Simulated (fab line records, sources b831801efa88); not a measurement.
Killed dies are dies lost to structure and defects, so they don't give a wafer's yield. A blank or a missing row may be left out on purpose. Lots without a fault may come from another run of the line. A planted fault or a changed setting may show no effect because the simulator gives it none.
fab line records | flow sky130
record lots=5 wafers=15 last_day=51
route steps=708 shown SD_P@328 RES_XHIGH@332 SD_N@342
lots that met no fault: from a run of the same line without faults
start_h: hours from the record's first day to the start of the lot's first wafer shown | wait_h: hours since the lot's step before | " the same as in the row above | L1.1+2: a row that stands for several wafers | - no value, or no start given | * or withheld: withheld | < > ~ a bound
route shown NAME@n: a module of which the file shows steps, and the number in the route of the first | usual: mean/standard deviation of fault-free wafers | same: alike in all rows | chamber/n: place in a boat | sites: the reading at each site | _std_site: their standard deviation | _edge_site: outer sites' mean less inner sites' | radius_mm: how far each site lies from the wafer's centre | mask NAME#n: copy n | behind: the tool/chamber that last shaped the wafer | hold: why the lot was held/for how many hours/how that ended | device: the transistor (n, p or np) that didn't switch | end of line: the same wafers' tests at the end of the route | a step without rows: its recipe alone | killed: dies lost to structure and defects at the first sort, not the wafer's yield | map: a wafer's dies, x killed, . not, _ none there
set.NAME: the setting as run; set.NAME@STEP: as run at that earlier step | model.NAME: the simulator's own value behind a step, which no gauge read
lots at some steps of the route; a table a step, a row a wafer
services: from which hour (start_h, from the record's first day; less than 0 if before it) a tool's chamber was out of use, for how many hours, and why
## steps
# step SKY_SD_P_OVL_MEAS_08
# usual SD_P_OVL=-1.0/1.2
# columns lot.wafer tool chamber start_h wait_h SD_P_OVL[nm]
L642.4 overlay-01 - 667.59 0.1 -2.1
L642.5 " - " " -2.0
L642.6 " - " " -0.4
L643.2 overlay-02 - 674.89 0.1 0.6
L643.3 " - " " -1.4
L643.4 " - " " 1.4
L647.1 overlay-01 - 717.78 0.1 -3.9
L647.4 " - " " -2.5
L647.6 " - " " -2.6
L654.1 overlay-02 - 764.13 0.1 -2.1
L654.4 " - " " -1.5
L654.5 " - " " -1.8
L656.1 overlay-02 - 778.52 0.1 -2.3
L656.2 " - " " 0.5
L656.3 " - " " -1.4
# step SKY_SD_P_IMPLANT_09
# recipe species=BF2 energy_kev=20 dose_cm2=3e+15 tilt_deg=0
# step SKY_SD_P_STRIP_10
# recipe chemistry=O2/N2 power_w=1400 pressure_mtorr=1500 platen_temp_c=withheld o2_flow_sccm=3000 n2_flow_sccm=300 overash_fraction=0.5
# usual drypump_motor_current_A=5.8/0.41 oes_product_au=0.617/0.0043 strip_time_to_endpoint_s=17.52/0.041
# columns lot.wafer tool chamber start_h wait_h drypump_motor_current_A oes_product_au rf_hours_counter_h strip_time_to_endpoint_s
L642.4 plasma_asher-02 1 667.79 0.1 6.1 0.612 - 17.53
L642.5 " 0 " " 6.0 0.616 - 17.47
L642.6 " 1 " " 6.1 0.621 - 17.54
L643.2 plasma_asher-02 0 675.07 0.1 6.0 0.618 56 17.54
L643.3 " 0 " " 6.0 0.622 - 17.51
L643.4 " 1 " " 6.1 0.617 - 17.53
L647.1 plasma_asher-02 0 717.97 0.1 6.0 0.627 60 17.47
L647.4 " 1 " " 6.1 0.612 - 17.49
L647.6 " 1 " " 6.1 0.627 - 17.49
L654.1 plasma_asher-04 0 764.32 0.1 5.3 0.615 85 17.58
L654.4 " 0 " " 5.3 0.617 - 17.48
L654.5 " 1 " " 6.1 0.614 - 17.53
L656.1 plasma_asher-04 1 778.71 0.1 6.1 0.614 86 17.53
L656.2 " 0 " " 5.2 0.613 86 17.53
L656.3 " 1 " " 6.1 0.614 - 17.49
# step SKY_SD_P_TW_MEAS_11
# usual SD_P_TW=2852/16
# columns lot.wafer tool chamber start_h wait_h SD_P_TW
L642.4 film_metro-03 - 667.89 0.1 2846
L642.5 " - " " 2821
L642.6 " - " " 2844
L643.2 film_metro-03 - 675.18 0.1 2858
L643.3 " - " " 2861
L643.4 " - " " 2859
L647.1 film_metro-03 - 718.07 0.1 2818
L647.4 " - " " 2829
L647.6 " - " " 2830
L654.1 film_metro-02 - 764.42 0.1 2864
L654.4 " - " " 2874
L654.5 " - " " 2870
L656.1 film_metro-02 - 778.84 0.1 2857
L656.2 " - " " 2860
L656.3 " - " " 2851
# step SKY_RES_XHIGH_DEHYDRATE_00
# recipe temp_c=200 time_s=60
# step SKY_RES_XHIGH_HMDS_01
# recipe prime_time_s=60 prime_temp_c=120
# step SKY_RES_XHIGH_COAT_02
# recipe resist=NOVOLAK spin_rpm=3000 resist_thk_nm=1140
# step SKY_RES_XHIGH_SOFTBAKE_03
# recipe temp_c=90 time_s=60 resist=NOVOLAK
# step SKY_RES_XHIGH_EXPOSE_04
# recipe mask_id=URPM na=0.6 source_shape=conventional sigma_outer=0.6 polarization=unpolarized target_cd_nm=1270 dose_mj=140
# step SKY_RES_XHIGH_PEB_05
# recipe temp_c=withheld time_s=* resist=NOVOLAK
# step SKY_RES_XHIGH_DEVELOP_06
# recipe resist=NOVOLAK developer=TMAH develop_time_s=60 dev_temp_c=23
# step SKY_RES_XHIGH_IMPLANT_07
# recipe species=BF2 energy_kev=20 dose_cm2=3.6e+14 tilt_deg=0
# step SKY_RES_XHIGH_STRIP_08
# recipe chemistry=O2/N2 power_w=1400 pressure_mtorr=1500 platen_temp_c=withheld o2_flow_sccm=3000 n2_flow_sccm=300 overash_fraction=0.5
# usual drypump_motor_current_A=5.6/0.41 oes_product_au=0.711/0.0048 strip_time_to_endpoint_s=14.28/0.04
# columns lot.wafer tool chamber start_h wait_h drypump_motor_current_A oes_product_au rf_hours_counter_h strip_time_to_endpoint_s model.NOVOLAK_of_RES_XHIGH_COAT_02.thk_nm
L642.4 plasma_asher-01 1 696.34 0.1 5.1 0.707 - 14.25 0
L642.5 " 0 " " 6.0 0.712 - 14.29 0
L642.6 " 1 " " 5.1 0.713 - 14.27 0
L643.2 plasma_asher-03 0 704.50 0.1 5.4 0.699 31 14.28 0
L643.3 " 0 " " 5.5 0.712 - 14.27 0
L643.4 " 1 " " 5.2 0.715 - 14.29 0
L647.1 plasma_asher-04 0 745.75 0.1 5.2 0.715 83 14.32 0
L647.4 " 1 " " 6.1 0.714 - 14.25 0
L647.6 " 1 " " 6.1 0.706 - 14.28 0
L654.1 plasma_asher-01 0 791.34 0.1 6.0 0.920 5 - 456.2
L654.4 " 0 " " 5.9 0.922 - - 456.8
L654.5 " 0 " " 6.0 0.930 - - 456.5
L656.1 plasma_asher-04 0 806.11 0.1 5.2 0.710 89 14.35 0
L656.2 " 1 " " 6.1 0.707 89 14.31 0
L656.3 " 0 " " 5.3 0.700 - 14.32 0
# step SKY_RES_XHIGH_TW_MEAS_09
# usual RES_XHIGH_TW=1652/8.9
# columns lot.wafer tool chamber start_h wait_h RES_XHIGH_TW
L642.4 film_metro-03 - 696.43 0.1 1645
L642.5 " - " " 1647
L642.6 " - " " 1642
L643.2 film_metro-01 - 704.61 0.1 1649
L643.3 " - " " 1650
L643.4 " - " " 1650
L647.1 film_metro-01 - 745.85 0.1 1648
L647.4 " - " " 1645
L647.6 " - " " 1651
L654.1 film_metro-01 - 791.44 0.1 1646
L654.4 " - " " 1636
L654.5 " - " " 1639
L656.1 film_metro-03 - 806.21 0.1 1652
L656.2 " - " " 1663
L656.3 " - " " 1661
# step SKY_SD_N_DEHYDRATE_00
# recipe temp_c=200 time_s=60
# step SKY_SD_N_HMDS_01
# recipe prime_time_s=60 prime_temp_c=120
# step SKY_SD_N_COAT_02
# recipe resist=NOVOLAK spin_rpm=3000 resist_thk_nm=1140
# step SKY_SD_N_SOFTBAKE_03
# recipe temp_c=90 time_s=60 resist=NOVOLAK
# step SKY_SD_N_EXPOSE_04
# recipe mask_id=NSDM na=0.6 source_shape=conventional sigma_outer=0.6 polarization=unpolarized target_cd_nm=380 dose_mj=141
# step SKY_SD_N_PEB_05
# recipe temp_c=withheld time_s=* resist=NOVOLAK
# step SKY_SD_N_DEVELOP_06
# recipe resist=NOVOLAK developer=TMAH develop_time_s=60 dev_temp_c=23
# step SKY_SD_N_CD_MEAS_07
# recipe target_cd_nm=380
# usual cd_nm=379.4/2.4
# columns lot.wafer tool chamber start_h wait_h cd_nm
L642.4 cd_sem-01 - 724.61 0.1 379.2
L642.5 " - " " 379.1
L642.6 " - " " 380.0
L643.2 cd_sem-02 - 732.98 0.1 381.4
L643.3 " - " " 380.6
L643.4 " - " " 381.0
L647.1 cd_sem-01 - 774.52 0.1 380.9
L647.4 " - " " 381.0
L647.6 " - " " 379.4
L654.1 cd_sem-01 - 817.87 0.1 379.3
L654.4 " - " " 377.1
L654.5 " - " " 377.8
L656.1 cd_sem-02 - 832.46 0.1 374.0
L656.2 " - " " 377.9
L656.3 " - " " 379.0
# step SKY_SD_N_OVL_MEAS_08
# usual SD_N_OVL=0.9/1.3
# columns lot.wafer tool chamber start_h wait_h SD_N_OVL[nm]
L642.4 overlay-01 - 724.69 0.1 0.0
L642.5 " - " " 2.6
L642.6 " - " " 0.9
L643.2 overlay-02 - 733.09 0.1 -1.4
L643.3 " - " " -1.5
L643.4 " - " " -1.4
L647.1 overlay-01 - 774.64 0.1 0.8
L647.4 " - " " 0.4
L647.6 " - " " 1.4
L654.1 overlay-02 - 817.99 0.1 -0.1
L654.4 " - " " 0.5
L654.5 " - " " 1.2
L656.1 overlay-01 - 832.58 0.1 1.8
L656.2 " - " " 1.5
L656.3 " - " " -0.5
# step SKY_SD_N_IMPLANT_09
# recipe species=As energy_kev=50 dose_cm2=4e+15 tilt_deg=0
# step SKY_SD_N_IMPLANT_10
# recipe species=P energy_kev=20 dose_cm2=1e+14 tilt_deg=0
# step SKY_SD_N_STRIP_11
# recipe chemistry=O2/N2 power_w=1400 pressure_mtorr=1500 platen_temp_c=withheld o2_flow_sccm=3000 n2_flow_sccm=300 overash_fraction=0.5
# usual drypump_motor_current_A=5.9/0.35 oes_product_au=0.527/0.0044 strip_time_to_endpoint_s=22.58/0.043
# columns lot.wafer tool chamber start_h wait_h drypump_motor_current_A oes_product_au rf_hours_counter_h strip_time_to_endpoint_s
L642.4 plasma_asher-01 0 725.04 0.1 6.0 0.529 - 22.51
L642.5 " 1 " " 5.1 0.529 - 22.48
L642.6 " 0 " " 6.0 0.526 - 22.55
L643.2 plasma_asher-02 0 733.42 0.1 5.9 0.529 62 22.62
L643.3 " 0 " " 5.9 0.526 - 22.60
L643.4 " 1 " " 6.1 0.517 - 22.59
L647.1 plasma_asher-01 1 774.97 0.1 5.1 0.530 3 22.56
L647.4 " 1 " " 5.1 0.528 - 22.63
L647.6 " 0 " " 6.0 0.527 - 22.56
L654.1 plasma_asher-02 1 818.32 0.1 6.1 0.581 71 29.35
L654.4 " 0 " " 5.9 0.582 - 29.40
L654.5 " 1 " " 6.2 0.569 - 29.34
L656.1 plasma_asher-02 0 832.91 0.1 5.9 0.527 72 22.59
L656.2 " 1 " " 6.1 0.521 72 22.55
L656.3 " 0 " " 6.0 0.530 - 22.55
# step SKY_SD_N_TW_MEAS_12
# usual SD_N_TW=4012/24
# columns lot.wafer tool chamber start_h wait_h SD_N_TW
L642.4 film_metro-03 - 725.14 0.1 4014
L642.5 " - " " 3983
L642.6 " - " " 3995
L643.2 film_metro-02 - 733.56 0.1 4047
L643.3 " - " " 4027
L643.4 " - " " 4034
L647.1 film_metro-01 - 775.07 0.1 3975
L647.4 " - " " 3985
L647.6 " - " " 3993
L654.1 film_metro-01 - 818.42 0.1 30
L654.4 " - " " 30
L654.5 " - " " 30
L656.1 film_metro-03 - 833.01 0.1 3979
L656.2 " - " " 3966
L656.3 " - " " 4000
# step SKY_SD_N_CLEAN_13
# recipe chemistry=SC1/SC2 mix=1:4:20 temp_c=70 time_s=150 dry=n2_spin
## services
# columns tool chamber start_h hours kind
plasma_asher-01 - 653.89 1.8 repair
plasma_asher-04 - 718.77 0.6 repair
plasma_asher-03 - 724.48 0.8 repair
plasma_asher-01 - 733.75 9.0 pm
plasma_asher-01 0 733.75 9.0 vent_cycle
plasma_asher-01 1 733.75 9.0 vent_cycle
plasma_asher-01 0 742.75 - clean
plasma_asher-01 1 742.75 - clean
plasma_asher-03 - 755.00 2.8 pm
plasma_asher-04 - 764.55 1.2 repair
plasma_asher-03 - 791.15 0.8 repair
## key
first_sign step=SKY_RES_XHIGH_STRIP_08 reading=oes_product_au direction=up sigmas=45 usual=0.711 struck=0.924
effect step=SKY_SD_N_STRIP_11 reading=strip_time_to_endpoint_s direction=up sigmas=99+ usual=* struck=*
effect step=SKY_SD_N_TW_MEAS_12 reading=SD_N_TW direction=down sigmas=99+ usual=4012 struck=30
model_effect step=SKY_RES_XHIGH_STRIP_08 value=NOVOLAK_of_RES_XHIGH_COAT_02.thk_nm without=0 struck=456.5
met_at SKY_RES_XHIGH_STRIP_08
struck_wafers L654.1,L654.4,L654.5
sort_left_out L654.1,L654.4,L654.5
tester_left_out L654
onset_between 696.34 791.34
fault kind=strip_aborted tool=plasma_asher-01 chamber=- onset_h=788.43 steps=SKY_RES_XHIGH_STRIP_08 offset=0.65801 end_h=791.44
# tester_left_out: of these lots the tester's yield and bins aren't shown, on N5 and GAA mostly nor the transistor test; their killed dies are dies lost to structure and defects alone, not to doping, threshold or leakage, so they don't give the yield
# sort_left_out: the simulated sort isn't trusted on such a fault, so these wafers' sort isn't shown, and their yield isn't known
